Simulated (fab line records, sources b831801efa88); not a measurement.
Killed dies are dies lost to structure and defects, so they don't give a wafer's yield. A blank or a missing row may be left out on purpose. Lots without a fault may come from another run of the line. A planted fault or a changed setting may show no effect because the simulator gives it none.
Chamber matching | flow sky130 | SKY_CAP2M_CVD_00 on pecvd-02: 3 sister chambers
The step deposits SiO2, target thk 15.5 nm. 22 wafers are shown with their chamber, then 11 later ones without.

WAFERS WITH THEIR CHAMBER
wafer  | chamber | heater_power_w (W)
L079.4 | 2       | 876
L079.5 | 0       | 794
L079.6 | 1       | 615
L081.1 | 0       | 746
L081.2 | 1       | 734
L081.3 | 2       | 832
L081.4 | 0       | 732
L081.5 | 2       | 871
L081.6 | 1       | 711
L082.2 | 1       | 730
L082.5 | 1       | 722
L082.6 | 0       | 779
L083.1 | 0       | 784
L083.2 | 2       | 872
L083.6 | 0       | 806
L085.4 | 1       | 688
L085.5 | 0       | 822
L085.6 | 2       | 852
L087.2 | 1       | 600
L087.4 | 2       | 839
L087.6 | 0       | 708
L091.2 | 0       | 782

SIGNATURES (means of the wafers above)
reading        | chamber 0 | chamber 1 | chamber 2 | scatter within a chamber
heater_power_w | 772.56    | 685.71    | 857.00    | 40.5
Rule: a wafer's distance from a chamber is the root of the sum, over the readings, of the square of ((its reading less the chamber's mean) divided by the reading's scatter). The wafer belongs to the nearest chamber; if the next one is less than 2 further off, it can't be placed. The scatter: the root of (the sum of the squares of (reading less its chamber's mean) over the shown wafers, divided by (wafers less chambers)).

WAFERS WITHOUT THEIR CHAMBER
wafer  | heater_power_w (W)
L091.4 | 786
L091.6 | 687
L092.1 | 826
L092.4 | 636
L092.6 | 876
L093.1 | 890
L093.2 | 820
L093.3 | 726
L093.4 | 799
L093.5 | 714
L093.6 | 919

WHICH CHAMBER EACH WENT THROUGH
wafer  | from the rows above     | in truth
L091.4 | can't be placed: 0 or 2 | 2
L091.6 | 1                       | 1
L092.1 | can't be placed: 2 or 0 | 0
L092.4 | 1                       | 1
L092.6 | 2                       | 2
L093.1 | 2                       | 2
L093.2 | can't be placed: 2 or 0 | 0
L093.3 | can't be placed: 1 or 0 | 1
L093.4 | can't be placed: 0 or 2 | 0
L093.5 | can't be placed: 1 or 0 | 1
L093.6 | 2                       | 2
Placed correctly: 5 of 11. Can't be placed from these rows: 6 (the true chamber is among the candidates in 6). Placed wrongly: 0.
